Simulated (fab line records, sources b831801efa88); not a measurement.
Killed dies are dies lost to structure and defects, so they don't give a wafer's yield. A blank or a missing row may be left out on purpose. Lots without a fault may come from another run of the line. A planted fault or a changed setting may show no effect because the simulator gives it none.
A sampling plan put to the test | flow sky130 | one fab line, 17 faults that these records tell of, each judged on the records of the lots that it struck
The plan is the line's own looks: the steps of the route at which a gauge or an inspection reads the wafer and doesn't change it. A look can be judged if struck wafers have a number there and the file gives its usual mean and standard deviation on fault-free wafers. Caught: at a look after the fault's first step, the mean of the struck wafers lies 4 or more of those standard deviations (sigma) from the usual mean. On the tool: the same test on the tool's own readings at the fault's steps. Another recipe on the struck wafers, or a record that is blank for them alone, also counts as caught.

THE FAULTS, as the simulator had put them in
1. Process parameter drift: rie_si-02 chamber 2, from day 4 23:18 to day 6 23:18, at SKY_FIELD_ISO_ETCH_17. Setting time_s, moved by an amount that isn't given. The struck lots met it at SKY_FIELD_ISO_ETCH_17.
2. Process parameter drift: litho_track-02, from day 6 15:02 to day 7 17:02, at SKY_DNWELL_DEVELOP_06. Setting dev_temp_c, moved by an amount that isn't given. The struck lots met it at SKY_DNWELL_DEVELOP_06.
3. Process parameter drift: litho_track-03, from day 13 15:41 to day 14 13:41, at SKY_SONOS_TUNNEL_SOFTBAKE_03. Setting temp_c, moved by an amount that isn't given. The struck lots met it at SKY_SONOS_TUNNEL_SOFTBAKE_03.
4. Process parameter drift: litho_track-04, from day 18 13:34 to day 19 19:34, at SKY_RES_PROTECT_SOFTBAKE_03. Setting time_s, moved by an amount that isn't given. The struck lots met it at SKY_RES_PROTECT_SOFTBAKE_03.
5. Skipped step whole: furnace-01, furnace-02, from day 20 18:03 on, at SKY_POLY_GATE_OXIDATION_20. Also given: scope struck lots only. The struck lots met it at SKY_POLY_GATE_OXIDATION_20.
6. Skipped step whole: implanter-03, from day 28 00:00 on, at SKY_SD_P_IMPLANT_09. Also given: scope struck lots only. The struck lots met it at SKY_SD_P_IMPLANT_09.
7. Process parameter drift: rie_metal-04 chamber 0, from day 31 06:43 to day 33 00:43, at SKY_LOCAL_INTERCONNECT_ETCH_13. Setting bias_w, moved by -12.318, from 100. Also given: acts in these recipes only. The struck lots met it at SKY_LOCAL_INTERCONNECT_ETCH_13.
8. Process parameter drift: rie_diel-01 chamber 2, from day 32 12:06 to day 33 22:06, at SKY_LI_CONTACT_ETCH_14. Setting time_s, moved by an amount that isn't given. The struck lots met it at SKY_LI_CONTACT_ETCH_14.
9. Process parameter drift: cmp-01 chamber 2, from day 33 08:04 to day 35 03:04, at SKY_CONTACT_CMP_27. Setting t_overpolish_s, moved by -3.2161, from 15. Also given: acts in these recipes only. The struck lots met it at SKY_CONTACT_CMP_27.
10. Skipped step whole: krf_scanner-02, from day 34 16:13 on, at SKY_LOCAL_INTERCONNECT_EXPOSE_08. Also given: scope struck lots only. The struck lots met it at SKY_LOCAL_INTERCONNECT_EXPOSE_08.
11. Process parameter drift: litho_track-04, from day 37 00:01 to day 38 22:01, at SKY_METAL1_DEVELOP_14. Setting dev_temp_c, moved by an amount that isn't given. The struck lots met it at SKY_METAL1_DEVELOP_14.
12. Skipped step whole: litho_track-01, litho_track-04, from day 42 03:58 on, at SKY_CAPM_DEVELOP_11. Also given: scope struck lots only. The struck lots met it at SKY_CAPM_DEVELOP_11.
13. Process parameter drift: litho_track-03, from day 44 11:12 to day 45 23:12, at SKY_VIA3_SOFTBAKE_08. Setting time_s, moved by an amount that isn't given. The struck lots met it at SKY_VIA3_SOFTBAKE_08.
14. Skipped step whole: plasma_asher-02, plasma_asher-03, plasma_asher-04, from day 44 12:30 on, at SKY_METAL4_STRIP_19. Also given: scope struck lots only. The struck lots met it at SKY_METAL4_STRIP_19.
15. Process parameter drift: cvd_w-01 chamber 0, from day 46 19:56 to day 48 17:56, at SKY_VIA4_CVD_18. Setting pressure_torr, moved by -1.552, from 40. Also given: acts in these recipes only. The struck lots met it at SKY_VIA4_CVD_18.
16. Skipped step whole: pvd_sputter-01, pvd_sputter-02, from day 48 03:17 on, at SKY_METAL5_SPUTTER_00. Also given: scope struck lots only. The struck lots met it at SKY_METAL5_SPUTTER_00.
17. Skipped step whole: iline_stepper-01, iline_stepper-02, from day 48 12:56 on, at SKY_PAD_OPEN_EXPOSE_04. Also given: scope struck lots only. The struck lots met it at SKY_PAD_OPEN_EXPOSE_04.

WHAT THE PLAN SAW
fault | on the tool itself                               | first look that catches it                      | reading, sigma        | median hours from its first step to that look | hours from the fault's start to the first struck lot there | judged looks passed uncaught
1     | run_length_s -28 sigma                           | none of the 2 looks that can be judged after it | -                     | -                                             | -                                                          | 2
2     | developer_temp_C +9.6 sigma                      | none of the 2 looks that can be judged after it | -                     | -                                             | -                                                          | 2
3     | heater_power_total_W -13 sigma                   | not the one look that can be judged after it    | -                     | -                                             | -                                                          | 1
4     | run_length_s +13 sigma                           | none of the 2 looks that can be judged after it | -                     | -                                             | -                                                          | 2
5     | the tool's record is blank for the struck wafers | no look after it can be judged                  | -                     | -                                             | -                                                          | 0
6     | the tool's record is blank for the struck wafers | SKY_SD_P_TW_MEAS_11                             | SD_P_TW -99 or beyond | 0.2                                           | 2                                                          | 0
7     | bias_w -44 sigma                                 | not the one look that can be judged after it    | -                     | -                                             | -                                                          | 1
8     | oes_product_au +35 sigma                         | not the one look that can be judged after it    | -                     | -                                             | -                                                          | 1
9     | overpolish_run_s -99 or beyond sigma             | not the one look that can be judged after it    | -                     | -                                             | -                                                          | 1
10    | no reading that can be judged                    | no look after it can be judged                  | -                     | -                                             | -                                                          | 0
11    | developer_temp_C -6.8 sigma                      | none of the 2 looks that can be judged after it | -                     | -                                             | -                                                          | 2
12    | the tool's record is blank for the struck wafers | no look after it can be judged                  | -                     | -                                             | -                                                          | 0
13    | run_length_s -71 sigma                           | no look after it can be judged                  | -                     | -                                             | -                                                          | 0
14    | the tool's record is blank for the struck wafers | no look after it can be judged                  | -                     | -                                             | -                                                          | 0
15    | chamber_pressure_Torr -17 sigma                  | no look after it can be judged                  | -                     | -                                             | -                                                          | 0
16    | the tool's record is blank for the struck wafers | no look after it can be judged                  | -                     | -                                             | -                                                          | 0
17    | no reading that can be judged                    | not the one look that can be judged after it    | -                     | -                                             | -                                                          | 1
A dash: the fault isn't caught, or these records don't give the number.

Caught at a look: 1 of 17. Caught on the tool: 15 of 17. By one or the other: 15 of 17.
Caught on the tool alone: faults 1, 2, 3, 4, 5, 7, 8, 9, 11, 12, 13, 14, 15, 16.
Caught by neither: faults 10, 17.

THINNER SAMPLING
If the look that catches a fault measured only every second or every third lot, by lot number, the first struck lot would be measured this late in the worst case:
fault | struck lots at that look, in order of time | every lot | every second lot | every third lot
6     | L954, L956                                 | 2 h       | may miss all 2   | may miss all 2
Hours are from the fault's start to the first struck lot that is measured. The limit of 4 sigma was tested on all struck wafers together, so one lot alone may lie under it. Other struck lots may not be in these records.

THE LONGEST TIMED WAY FROM STEP TO LOOK
Fault 6: a median of 0.2 hours passes between SKY_SD_P_IMPLANT_09 and SKY_SD_P_TW_MEAS_11. No look between them can be judged.
